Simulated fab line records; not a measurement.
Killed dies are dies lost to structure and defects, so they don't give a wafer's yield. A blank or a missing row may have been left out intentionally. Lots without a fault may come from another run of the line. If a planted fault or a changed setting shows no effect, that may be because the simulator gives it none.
A struck lot beside a sound one | flow gf180mcu | 16 steps out of a route of 602
Sound: the wafers L474.2, L474.5, L474.6. Struck: wafers L476.2, L476.4 (left out: L476.5, a lot-mate that was not struck); the cause follows at the end.
Per side, at each step with rows, come the tool, then ch with its chambers, and then its first start. Under that, the readings that differ: sound wafers | struck wafers | difference of the means | sigmas: that difference in standard deviations of wafers without a fault.
alike: readings with means less than 2 such deviations apart, plus words and numbers identical on both sides. not compared: withheld readings, readings lacking a value on some wafer, bounds such as >300 that could conceal the same value, and numbers that have no deviation in the record and whose values overlap.
Wherever a step has rows on one side only, a row that says differs or no value, or a row with sigmas, the two part there. Non-overlapping numbers with no deviation appear without sigmas and do not part them. Lack of a reading on every wafer of one side parts them only where that side has two or more wafers.

first, 1 step without rows for these wafers: GF_HV_LDD_DEVELOP_06 (develop time 60 s).
GF_HV_LDD_CD_MEAS_07: target cd 400 nm.
  sound on cdSem-02 at day 11 11:49; struck on cdSem-01 at day 12 01:42
  alike: cdNm
GF_HV_LDD_OVL_MEAS_08:
  sound on overlay-01 at day 11 11:55; struck on overlay-02 at day 12 01:49
  alike: HV_LDD_OVL
then, 1 step without rows for these wafers: GF_HV_LDD_IMPLANT_09.
GF_HV_LDD_STRIP_10: strips in O2/N2.
  sound on plasmaAsher-04 ch 0,1, day 11 12:05; struck on plasmaAsher-01 ch 1, day 12 01:59
  alike: drypumpMotorCurrentA, heaterPowerW, oesProductAu, stripTimeToEndpointS
  not compared: rfHoursCounterH
GF_HV_LDD_TW_MEAS_11:
  sound on filmMetro-03 at day 11 12:12; struck on filmMetro-01 at day 12 02:06
  alike: HV_LDD_TW
then, 6 steps without rows for these wafers: GF_HV_LDD_DEHYDRATE_12 (time 60 s); GF_HV_LDD_HMDS_13 (prime time 60 s); GF_HV_LDD_COAT_14 (resist thk 1000 nm); GF_HV_LDD_SOFTBAKE_15 (time 60 s); GF_HV_LDD_EXPOSE_16 (exposes mask Pplus LV AREA, target cd 400 nm); GF_HV_LDD_PEB_17.
GF_HV_LDD_DEVELOP_18: develop time 60 s.
  sound on lithoTrack-02 ch 0, day 12 06:04; struck on lithoTrack-02 ch 0, day 12 20:43
  alike: chillPlateTempC
GF_HV_LDD_CD_MEAS_19: target cd 400 nm.
  sound on cdSem-01 at day 12 06:12; struck on cdSem-01 at day 12 21:10
reading   | sound             | struck      | difference | sigmas
cdNm (nm) | 402.9 401.0 403.4 | 373.0 371.2 | -30.3      | -15
  not compared: hold
GF_HV_LDD_OVL_MEAS_20:
  sound on overlay-02 at day 12 06:19; struck on overlay-01 at day 13 02:29
reading | sound | struck                                          | difference                   | sigmas
hold    | - - - | awaitDispo/5.2h/release awaitDispo/5.2h/release | no value on the sound wafers | 
  alike: HV_LDD_01_OVL
then, 1 step without rows for these wafers: GF_PASSIVATION_PROBE_99.

## WHERE THEY PART
Last at GF_HV_LDD_OVL_MEAS_20 as far as this record goes, first at GF_HV_LDD_CD_MEAS_19.

WHY: whatever the simulator had introduced
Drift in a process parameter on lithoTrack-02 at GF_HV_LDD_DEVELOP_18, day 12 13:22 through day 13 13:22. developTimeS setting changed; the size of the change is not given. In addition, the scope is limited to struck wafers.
